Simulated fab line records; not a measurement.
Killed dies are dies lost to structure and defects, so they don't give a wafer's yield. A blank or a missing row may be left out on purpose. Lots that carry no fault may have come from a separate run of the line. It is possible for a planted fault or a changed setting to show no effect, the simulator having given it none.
Comparing a struck lot with a sound one	flow sky130	15 out of 708 route steps
Sound: wafers L512.1, L512.3, L512.6. Wafers struck: L513.2, L513.3, L513.6. The cause is named last.
For every step that has rows: the tool of each side, followed by ch and its chambers, followed by its first start. Under that, the readings that differ: sound wafers	struck wafers	difference of the means	sigmas: that difference in standard deviations of wafers without a fault.
alike: same words and numbers on both sides, and readings whose means sit less than 2 such deviations apart. not compared: any withheld reading, any reading some wafer has no value for, any bound like >300 that may hide the same value, and any number with overlapping values for which the record gives no deviation.
A row with sigmas, a row that says differs or no value, or rows on one side alone: a step with any of these is where the two part. Numbers that don't overlap but have no deviation are shown without sigmas and don't part them. Lack of a reading on every wafer of one side parts them only where that side has two or more wafers.

first, 8 steps without rows for these wafers: SKY_LOCAL_INTERCONNECT_DEHYDRATE_03 (time 60 s); SKY_LOCAL_INTERCONNECT_HMDS_04 (prime time 60 s); SKY_LOCAL_INTERCONNECT_COAT_05 (resist thk 60 nm); SKY_LOCAL_INTERCONNECT_COAT_06 (resist thk 450 nm); SKY_LOCAL_INTERCONNECT_SOFTBAKE_07 (time 90 s); SKY_LOCAL_INTERCONNECT_EXPOSE_08 (exposes mask LI1M, target cd 170 nm); SKY_LOCAL_INTERCONNECT_PEB_09; SKY_LOCAL_INTERCONNECT_DEVELOP_10 (develop time 60 s).
SKY_LOCAL_INTERCONNECT_CD_MEAS_11: target cd 170 nm.
  sound on cd_sem-01, day 31 02:23; struck on cd_sem-02, day 31 06:00
  alike: cd_nm
SKY_LOCAL_INTERCONNECT_OVL_MEAS_12:
  sound on overlay-01, day 31 02:30; struck on overlay-01, day 31 06:07
  alike: LOCAL_INTERCONNECT_OVL
SKY_LOCAL_INTERCONNECT_ETCH_13: etches BARC in N2/H2, stops on SiO2, time 45.9 s, target depth 60 nm.
  sound on rie_metal-02 ch 0,1, day 31 02:32; struck on rie_metal-02 ch 0,1, day 31 06:08
  alike: drypump_motor_current_A, oes_product_au, throttle_valve_pct
  not compared: rf_hours_counter_h
SKY_LOCAL_INTERCONNECT_METAL_ETCH_14: etches TiN in Cl2/BCl3, stops on PSG, target depth 110 nm, time 31.4 s.
  sound on rie_metal-02 ch 0,1, day 31 02:36; struck on rie_metal-02 ch 0,1, day 31 06:12
  alike: drypump_motor_current_A, oes_product_au, throttle_valve_pct
  not compared: rf_hours_counter_h
SKY_LOCAL_INTERCONNECT_STRIP_15: strips in O2/N2.
  sound on plasma_asher-04 ch 0, day 31 02:39; struck on plasma_asher-03 ch 0,1, day 31 06:15
  no value came back on the struck wafers for chamber_pressure_mTorr (mTorr), drypump_motor_current_A (A), oes_product_au (a.u.), strip_time_to_endpoint_s (s); on the sound wafers chamber_pressure_mTorr (mTorr) reads 1500.6 1498.0 1499.6
reading	sound	struck	difference	sigmas
model.KrF-thick_of_LOCAL_INTERCONNECT_COAT_06.thk_nm (nm)	0 0 0	347.1 349 347.6	+347.9	
  not compared: rf_hours_counter_h
then, 1 step without rows for these wafers: SKY_LOCAL_INTERCONNECT_STRIP_16 (strips in post etch residue remover, time 1200 s).
-- the record jumps here: 15 days lie between the struck wafers' starts before and after (it left off in module LOCAL_INTERCONNECT and takes up again in module PAD_OPEN, whose first step shown is number 708 of the route) --
SKY_PAD_OPEN_PROBE_99:
  sound on prober-01, day 46 07:58; struck on prober-02, day 46 09:00
reading	sound	struck	difference	sigmas
killed_at_contacts	27 25 16	433 420 438	+408	+78
killed_dies	83 85 66	492 492 492	+414	+46
killed_on_rim	20 17 8	96 96 96	+81	+21
  alike: killed_at_M0_to_M3, killed_at_M4_up, killed_at_front_end, killed_at_other, killed_open, killed_short

## WHERE THEY PART
First at SKY_LOCAL_INTERCONNECT_STRIP_15; last, within this record, at SKY_PAD_OPEN_PROBE_99.

WHY: what had been put in by the simulator
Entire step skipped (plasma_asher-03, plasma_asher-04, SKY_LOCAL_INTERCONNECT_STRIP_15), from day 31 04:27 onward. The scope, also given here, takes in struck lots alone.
